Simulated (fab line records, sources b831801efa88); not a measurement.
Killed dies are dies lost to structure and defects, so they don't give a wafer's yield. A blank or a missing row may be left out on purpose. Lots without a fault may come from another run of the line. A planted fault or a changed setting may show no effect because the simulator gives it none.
Problem report in the 8D (eight disciplines) form, filled by code | flow gf180mcu | the parts of the form that need people (team, actions taken, sign-off) are left out

1. THE PROBLEM
cathode_dc_power_W at GF_MIM_SPUTTER_08 reads a mean of 10398 W on 6 wafers of 2 lots; wafers without a fault read 10600 W with a standard deviation of 2. That is -99 or more standard deviations from the usual mean.
The step: material AlCu, target thk 200 nm, time 10.6 s.
First seen on wafer L794.1, day 28 11:06, on pvd_sputter-02. The record holds 39 wafers of 13 lots with a number at this step. Rule for "out", or "out of limits": more than 4 standard deviations from the usual mean. The other wafers with a number count as sound.

2. WHAT IT IS AND WHAT IT IS NOT
question                    | is                     | is not
which readings at this step | cathode_dc_power_W     | throttle_valve_pct
which lots                  | L794, L796             | L783, L784, L786, L788, L789, L790, L795, L801, L803, L804, L806
which wafers of those lots  | all that have a number | -
read on which tools         | pvd_sputter-02         | pvd_sputter-01, pvd_sputter-04
when                        | from day 28 11:06      | up to then (18 sound wafers); but 15 sound wafers of L795, L801, L803, L804, L806 came after

3. SUSPECTS, AND WHAT RULES EACH OUT
Counting: a tool at a process step up to the reading stays a suspect if it ran every lot that is out and no sound lot after the first of them.
- pvd_sputter-02 at GF_MIM_SPUTTER_08 (material AlCu, target thk 200 nm, time 10.6 s): kept. It ran every lot that is out, first L794 (day 28 11:06), and no sound lot after that; its last sound lot up to then is L789 (day 26 16:26). Its own readings are out on those wafers: cathode_dc_power_W.
Left after counting: pvd_sputter-02 at GF_MIM_SPUTTER_08.

4. THE CAUSE (what the simulator had put in)
Process parameter drift: pvd_sputter-02, from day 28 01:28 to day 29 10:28, at GF_MIM_SPUTTER_08. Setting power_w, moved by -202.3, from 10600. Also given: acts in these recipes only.
Counting left only this tool.

5. THE CHAIN OF EFFECTS, in route order
Each row: a reading whose mean over the struck wafers that have a number lies more than 3 standard deviations from the usual. Only readings for which the record gives a usual standard deviation are gone through. hours: the time from each lot's start at the first step in this table that gives one to its start at this step, as a median over the lots. sigmas: the change in usual standard deviations.
hours | step              | reading            | usual   | on struck wafers | change | sigmas
0     | GF_MIM_SPUTTER_08 | cathode_dc_power_W | 10600 W | 10398            | -202   | -99 or more
The process steps in it:
- GF_MIM_SPUTTER_08: material AlCu, target thk 200 nm, time 10.6 s.

6. WHAT WOULD HAVE CAUGHT IT SOONER
In this record the first reading out of limits was taken at day 28 11:06, 10 hours after the fault began at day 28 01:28.
